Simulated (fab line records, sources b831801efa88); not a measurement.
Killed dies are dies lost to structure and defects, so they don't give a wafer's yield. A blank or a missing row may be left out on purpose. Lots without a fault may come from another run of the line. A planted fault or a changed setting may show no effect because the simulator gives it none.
Which tool did it? | flow sky130 | 15 lots, 45 wafers sampled, at 5 steps of a route of 708

WHAT THE GAUGES READ, wafer by wafer
SKY_DNWELL_TW_MEAS_09. Usual: DNWELL_TW 1122, standard deviation 7.2.
lot  | measured    | on            | DNWELL_TW      | flag
L810 | day 3 06:25 | film_metro-04 | 1125 1134 1125 |
L811 | day 3 14:43 | film_metro-03 | 1116 1118 1118 |
L813 | day 3 21:48 | film_metro-01 | 1134 1136 1139 |
L815 | day 4 07:16 | film_metro-04 | 1121 1112 1122 |
L818 | day 4 23:50 | film_metro-04 | 1121 1119 1115 |
L820 | day 5 11:04 | film_metro-03 | 1120 1107 1118 |
L821 | day 5 14:36 | film_metro-01 | 1127 1122 1126 |
L822 | day 5 21:43 | film_metro-03 | 30 30 30       | OFF
L823 | day 6 00:46 | film_metro-01 | 30 30 30       | OFF
L824 | day 6 12:51 | film_metro-03 | 30 30 30       | OFF
L825 | day 6 16:51 | film_metro-01 | 1122 1127 1138 |
L829 | day 7 12:53 | film_metro-04 | 1112 1112 1118 |
L830 | day 7 20:01 | film_metro-01 | 1132 1125 1129 |
L832 | day 8 12:23 | film_metro-01 | 1127 1125 1124 |
L833 | day 8 12:43 | film_metro-04 | 1122 1126 1123 |

SKY_VT_ADJUST_HVTP_CD_MEAS_07: target cd 380 nm. Usual: cd_nm 380.8 nm, standard deviation 2.8.
lot  | measured     | on        | cd_nm (nm)        | flag
L810 | day 6 04:08  | cd_sem-02 | 385.7 384.4 386.2 |
L811 | day 6 15:26  | cd_sem-01 | 379.9 380.3 379.4 |
L813 | day 6 22:23  | cd_sem-01 | 381.2 383.8 381.9 |
L815 | day 7 10:33  | cd_sem-02 | 380.5 379.3 381.5 |
L818 | day 8 05:35  | cd_sem-01 | 385.7 385.4 384.8 |
L820 | day 8 18:04  | cd_sem-02 | 375.5 377.4 376.6 |
L821 | day 8 22:43  | cd_sem-02 | 381.8 383.5 382.2 |
L822 | day 9 06:38  | cd_sem-01 | 381.7 379.3 382.2 |
L823 | day 9 11:00  | cd_sem-01 | 378.6 376.7 376.8 |
L824 | day 9 23:28  | cd_sem-02 | 380.3 383.2 382.1 |
L825 | day 10 05:33 | cd_sem-01 | 376.5 376.8 378.9 |
L829 | day 11 04:29 | cd_sem-01 | 382.5 379.5 382.5 |
L830 | day 11 10:59 | cd_sem-02 | 378.9 381.4 378.1 |
L832 | day 12 08:20 | cd_sem-02 | 380.9 379.4 379.1 |
L833 | day 12 09:31 | cd_sem-01 | 385.7 385.7 386.3 |

SKY_VT_ADJUST_NCORE_TW_MEAS_11. Usual: VT_ADJUST_NCORE_TW 220.8, standard deviation 1.8.
lot  | measured     | on            | VT_ADJUST_NCORE_TW | flag
L810 | day 8 16:03  | film_metro-01 | 221.4 222.6 222.4  |
L811 | day 9 04:59  | film_metro-02 | 218.0 218.3 218.8  |
L813 | day 9 12:19  | film_metro-02 | 218.4 218.7 218.0  |
L815 | day 10 03:17 | film_metro-03 | 220.4 219.9 219.4  |
L818 | day 10 23:50 | film_metro-01 | 223.2 222.8 223.2  |
L820 | day 11 15:09 | film_metro-03 | 222.0 221.8 221.1  |
L821 | day 11 19:43 | film_metro-01 | 220.9 220.4 220.7  |
L822 | day 12 02:52 | film_metro-03 | 220.8 219.9 219.6  |
L823 | day 12 09:20 | film_metro-03 | 220.1 221.3 221.6  |
L824 | day 12 22:11 | film_metro-01 | 223.0 222.6 222.2  |
L825 | day 13 04:01 | film_metro-01 | 220.7 222.0 221.4  |
L829 | day 14 07:08 | film_metro-01 | 223.2 223.1 223.4  |
L830 | day 14 13:45 | film_metro-01 | 222.3 223.2 221.7  |
L832 | day 15 12:57 | film_metro-02 | 221.0 219.8 220.2  |
L833 | day 15 15:09 | film_metro-01 | 221.3 220.6 221.0  |

WHICH TOOL RAN EACH LOT (tool, then ch and the chambers of the sampled wafers, then the start)
lot  | SKY_DNWELL_DEVELOP_06            | SKY_VT_ADJUST_HVTP_STRIP_10
L810 | litho_track-03 ch 0, day 3 06:00 | plasma_asher-01 ch 0,1, day 6 04:26
L811 | litho_track-02 ch 0, day 3 14:00 | plasma_asher-01 ch 0,1, day 6 15:44
L813 | litho_track-03 ch 0, day 3 21:00 | plasma_asher-04 ch 0, day 6 22:41
L815 | litho_track-02 ch 0, day 4 06:00 | plasma_asher-04 ch 0,1, day 7 10:52
L818 | litho_track-02 ch 0, day 4 23:00 | plasma_asher-04 ch 0,1, day 8 06:41
L820 | litho_track-02 ch 0, day 5 10:00 | plasma_asher-03 ch 0,1, day 8 18:22
L821 | litho_track-03 ch 0, day 5 14:00 | plasma_asher-01 ch 0,1, day 8 23:02
L822 | litho_track-03, day 5 21:00      | plasma_asher-01 ch 0,1, day 9 06:56
L823 | litho_track-02, day 6 00:00      | plasma_asher-01 ch 0,1, day 9 11:19
L824 | litho_track-03, day 6 12:00      | plasma_asher-01 ch 0,1, day 9 23:47
L825 | litho_track-03 ch 0, day 6 16:00 | plasma_asher-04 ch 0, day 10 05:52
L829 | litho_track-03 ch 0, day 7 12:00 | plasma_asher-01 ch 0,1, day 11 04:49
L830 | litho_track-02 ch 0, day 7 19:00 | plasma_asher-03 ch 0,1, day 11 11:17
L832 | litho_track-02 ch 0, day 8 12:00 | plasma_asher-01 ch 0,1, day 12 08:38
L833 | litho_track-02 ch 0, day 8 12:00 | plasma_asher-01 ch 0,1, day 12 09:49
- SKY_DNWELL_DEVELOP_06: develop time 60 s.
- SKY_VT_ADJUST_HVTP_STRIP_10: strips in O2/N2.

WHAT THE TOOLS THEMSELVES READ (means of the sampled wafers that have a number; where no wafer has one, the mark that the record gives instead)
SKY_DNWELL_DEVELOP_06. Usual: chill_plate_temp_C 23.01 C, standard deviation 0.12.
lot  | tool           | chill_plate_temp_C (C) | flag
L810 | litho_track-03 | 22.97                  |
L811 | litho_track-02 | 23.04                  |
L813 | litho_track-03 | 23.02                  |
L815 | litho_track-02 | 22.88                  |
L818 | litho_track-02 | 22.82                  |
L820 | litho_track-02 | 23.01                  |
L821 | litho_track-03 | 22.92                  |
L822 | litho_track-03 | -                      | OFF
L823 | litho_track-02 | -                      | OFF
L824 | litho_track-03 | -                      | OFF
L825 | litho_track-03 | 23.02                  |
L829 | litho_track-03 | 22.93                  |
L830 | litho_track-02 | 22.90                  |
L832 | litho_track-02 | 23.00                  |
L833 | litho_track-02 | 23.12                  |

SKY_VT_ADJUST_HVTP_STRIP_10. Usual: drypump_motor_current_A 5.69 A, standard deviation 0.29; oes_product_au 0.716 a.u., standard deviation 0.0048; strip_time_to_endpoint_s 14.19 s, standard deviation 0.047.
lot  | tool            | drypump_motor_current_A (A) | oes_product_au (a.u.) | strip_time_to_endpoint_s (s) | flag
L810 | plasma_asher-01 | 5.67                        | 0.713                 | 14.18                        |
L811 | plasma_asher-01 | 5.67                        | 0.716                 | 14.24                        |
L813 | plasma_asher-04 | 6.22                        | 0.718                 | 14.25                        |
L815 | plasma_asher-04 | 5.94                        | 0.720                 | 14.12                        |
L818 | plasma_asher-04 | 6.09                        | 0.721                 | 14.16                        |
L820 | plasma_asher-03 | 5.32                        | 0.718                 | 14.22                        |
L821 | plasma_asher-01 | 5.77                        | 0.716                 | 14.16                        |
L822 | plasma_asher-01 | 5.70                        | 0.720                 | 14.19                        |
L823 | plasma_asher-01 | 5.67                        | 0.720                 | 14.28                        |
L824 | plasma_asher-01 | 5.70                        | 0.713                 | 14.20                        |
L825 | plasma_asher-04 | 6.22                        | 0.718                 | 14.13                        |
L829 | plasma_asher-01 | 5.67                        | 0.715                 | 14.13                        |
L830 | plasma_asher-03 | 5.51                        | 0.709                 | 14.23                        |
L832 | plasma_asher-01 | 5.66                        | 0.714                 | 14.16                        |
L833 | plasma_asher-01 | 5.76                        | 0.717                 | 14.19                        |

THE ANSWER, worked out from the rows above alone
Rule: a lot is off if the mean of its wafers that have a number lies more than 3 standard deviations from the usual mean. A lot without any number at a reading at which 4 lots or more have one is off too. The other lots that the step has rows for count as sound. The gauges are gone through in route order, then the tools' own readings, and for those a lot's mean is taken as printed above. The first step at which some lot is off is used, and at that step the reading that is off furthest; a lot without a number counts as furthest.
Off: L822, L823, L824, at SKY_DNWELL_TW_MEAS_09 (DNWELL_TW).
A tool fits if, at a process step before that reading, it ran every lot that is off, and no sound lot after the first of them. The gauges at SKY_DNWELL_TW_MEAS_09 aren't tried: what is off there is off at SKY_DNWELL_DEVELOP_06 too, on other tools, and a gauge's error can't cause that. None of those tried fits.

WHAT THE SIMULATOR HAD PUT IN
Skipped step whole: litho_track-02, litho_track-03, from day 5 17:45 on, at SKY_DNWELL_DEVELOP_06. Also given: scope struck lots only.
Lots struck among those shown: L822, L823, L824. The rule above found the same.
